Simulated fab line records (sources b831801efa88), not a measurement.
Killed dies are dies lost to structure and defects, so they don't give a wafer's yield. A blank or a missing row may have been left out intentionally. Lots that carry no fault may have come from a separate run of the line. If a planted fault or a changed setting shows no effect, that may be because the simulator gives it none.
Which tool did it? || flow sfq line || 14 lots, 40 wafers sampled, at 1 step of a route of 325

WHAT THE GAUGES SHOWED, per wafer
The record holds no reading of a measuring or inspecting step that can be judged against a usual standard deviation.

TOOL THAT RAN EACH LOT (tool first, then ch and the chambers of the sampled wafers, then the start)
{"lot": "L459", "SFQ_TRILAYER_R5_BARC_OPEN_METAL_ETCH_177": "rie metal-01 ch 0,1, day 58 08:25"}
{"lot": "L460", "SFQ_TRILAYER_R5_BARC_OPEN_METAL_ETCH_177": "rie metal-04 ch 0,1, day 58 13:13"}
{"lot": "L461", "SFQ_TRILAYER_R5_BARC_OPEN_METAL_ETCH_177": "rie metal-03 ch 0,1, day 58 14:25"}
{"lot": "L462", "SFQ_TRILAYER_R5_BARC_OPEN_METAL_ETCH_177": "rie metal-03 ch 0,1, day 58 19:13"}
{"lot": "L463", "SFQ_TRILAYER_R5_BARC_OPEN_METAL_ETCH_177": "rie metal-03 ch 0,1, day 58 21:37"}
{"lot": "L464", "SFQ_TRILAYER_R5_BARC_OPEN_METAL_ETCH_177": "rie metal-03 ch 0,1, day 59 19:38"}
{"lot": "L465", "SFQ_TRILAYER_R5_BARC_OPEN_METAL_ETCH_177": "rie metal-03 ch 0,1, day 66 10:44"}
{"lot": "L466", "SFQ_TRILAYER_R5_BARC_OPEN_METAL_ETCH_177": "rie metal-04 ch 0,1, day 66 17:56"}
{"lot": "L467", "SFQ_TRILAYER_R5_BARC_OPEN_METAL_ETCH_177": "rie metal-04 ch 0, day 67 03:40"}
{"lot": "L468", "SFQ_TRILAYER_R5_BARC_OPEN_METAL_ETCH_177": "rie metal-01 ch 0,1, day 67 15:41"}
{"lot": "L469", "SFQ_TRILAYER_R5_BARC_OPEN_METAL_ETCH_177": "rie metal-01 ch 0,1, day 67 20:28"}
{"lot": "L476", "SFQ_TRILAYER_R5_BARC_OPEN_METAL_ETCH_177": "rie metal-04 ch 0,1, day 69 13:16"}
{"lot": "L478", "SFQ_TRILAYER_R5_BARC_OPEN_METAL_ETCH_177": "rie metal-04 ch 0,1, day 70 03:41"}
{"lot": "L479", "SFQ_TRILAYER_R5_BARC_OPEN_METAL_ETCH_177": "rie metal-03 ch 0,1, day 70 14:22"}
- SFQ_TRILAYER_R5_BARC_OPEN_METAL_ETCH_177: etches BARC in O2, target depth 125 nm, time 41.7 s.

AS READ BY THE TOOLS THEMSELVES (means over the sampled wafers that have a number; for cases with no such wafer, the mark the record gives instead)
SFQ_TRILAYER_R5_BARC_OPEN_METAL_ETCH_177.
{"lot": "L459", "tool": "rie metal-01", "drypump motor current A (A)": 5.4, "oes product au (a.u.)": 0.687, "rf fwd power W (W)": 594.1, "run length s (s)": 69.8}
{"lot": "L460", "tool": "rie metal-04", "drypump motor current A (A)": 5.6, "oes product au (a.u.)": 0.684, "rf fwd power W (W)": 592.1, "run length s (s)": 69.5}
{"lot": "L461", "tool": "rie metal-03", "drypump motor current A (A)": 5.6, "oes product au (a.u.)": 0.683, "rf fwd power W (W)": 594.5, "run length s (s)": 69.8}
{"lot": "L462", "tool": "rie metal-03", "drypump motor current A (A)": 5.6, "oes product au (a.u.)": 0.686, "rf fwd power W (W)": 593.7, "run length s (s)": 69.9}
{"lot": "L463", "tool": "rie metal-03", "drypump motor current A (A)": 5.3, "oes product au (a.u.)": 0.682, "rf fwd power W (W)": 594.4, "run length s (s)": 69.7}
{"lot": "L464", "tool": "rie metal-03", "drypump motor current A (A)": 5.6, "oes product au (a.u.)": 0.685, "rf fwd power W (W)": 594.5, "run length s (s)": 69.7}
{"lot": "L465", "tool": "rie metal-03", "drypump motor current A (A)": 5.6, "oes product au (a.u.)": 0.685, "rf fwd power W (W)": 594.6, "run length s (s)": 70.0}
{"lot": "L466", "tool": "rie metal-04", "drypump motor current A (A)": 5.6, "oes product au (a.u.)": 0.686, "rf fwd power W (W)": 593.9, "run length s (s)": 69.3}
{"lot": "L467", "tool": "rie metal-04", "drypump motor current A (A)": 6.2, "oes product au (a.u.)": 0.692, "rf fwd power W (W)": 592.1, "run length s (s)": 69.0}
{"lot": "L468", "tool": "rie metal-01", "drypump motor current A (A)": 5.6, "oes product au (a.u.)": 0.688, "rf fwd power W (W)": 596.3, "run length s (s)": 69.4}
{"lot": "L469", "tool": "rie metal-01", "drypump motor current A (A)": 5.4, "oes product au (a.u.)": 0.682, "rf fwd power W (W)": 594.9, "run length s (s)": 69.6}
{"lot": "L476", "tool": "rie metal-04", "drypump motor current A (A)": 5.8, "oes product au (a.u.)": 0.634, "rf fwd power W (W)": 594.2, "run length s (s)": 78.8}
{"lot": "L478", "tool": "rie metal-04", "drypump motor current A (A)": 5.8, "oes product au (a.u.)": 0.660, "rf fwd power W (W)": 590.8, "run length s (s)": 74.0}
{"lot": "L479", "tool": "rie metal-03", "drypump motor current A (A)": 5.3, "oes product au (a.u.)": 0.683, "rf fwd power W (W)": 595.2, "run length s (s)": 69.7}

THE ANSWER, worked out from the rows above alone
Rule: the usual values come from the lots themselves. Put in order of their means at a reading, lots are off if they are a third of the lots or fewer, leave a main group of 4 or more, and stand apart from it by a gap of 3 or more times the standard deviation of the main group's means; of several such gaps the widest counts. The tables above print the reading to a certain number of digits; a main group whose means all agree to those digits is not used. A lot without any number at a reading at which 4 lots or more have one is off too. All remaining lots with rows at the step are treated as sound. After the gauges, taken in route order, come the tools' own readings; for these a lot's mean is taken, as printed above. At the first step where some lot is off, the reading lying furthest off is the one used; lots without a number count as furthest.
Off, at SFQ_TRILAYER_R5_BARC_OPEN_METAL_ETCH_177 on run length s: L476, L478. Mean 69.6 s and standard deviation 0.27 in the main group.
A tool fits if, at that step or a process step before it, it ran every lot that is off, and no sound lot after the first of them. One fits: rie metal-04 at SFQ_TRILAYER_R5_BARC_OPEN_METAL_ETCH_177. A fault onset in the window from L467 (day 67 03:40, its last sound lot) to L476 (day 69 13:16, its first lot off) fits.
The tool's own readings at SFQ_TRILAYER_R5_BARC_OPEN_METAL_ETCH_177 bear it out: on the lots that are off they differ by more than 5 times the standard deviation of the sound lots' means. oes product au reads 0.647 a.u. there against 0.685 a.u. on the sound lots; run length s reads 76.4 s there against 69.6 s on the sound lots.

WHAT WAS PUT IN BY THE SIMULATOR
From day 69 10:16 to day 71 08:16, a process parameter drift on rie metal-04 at SFQ_TRILAYER_R5_BARC_OPEN_METAL_ETCH_177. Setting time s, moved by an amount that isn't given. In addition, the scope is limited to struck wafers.
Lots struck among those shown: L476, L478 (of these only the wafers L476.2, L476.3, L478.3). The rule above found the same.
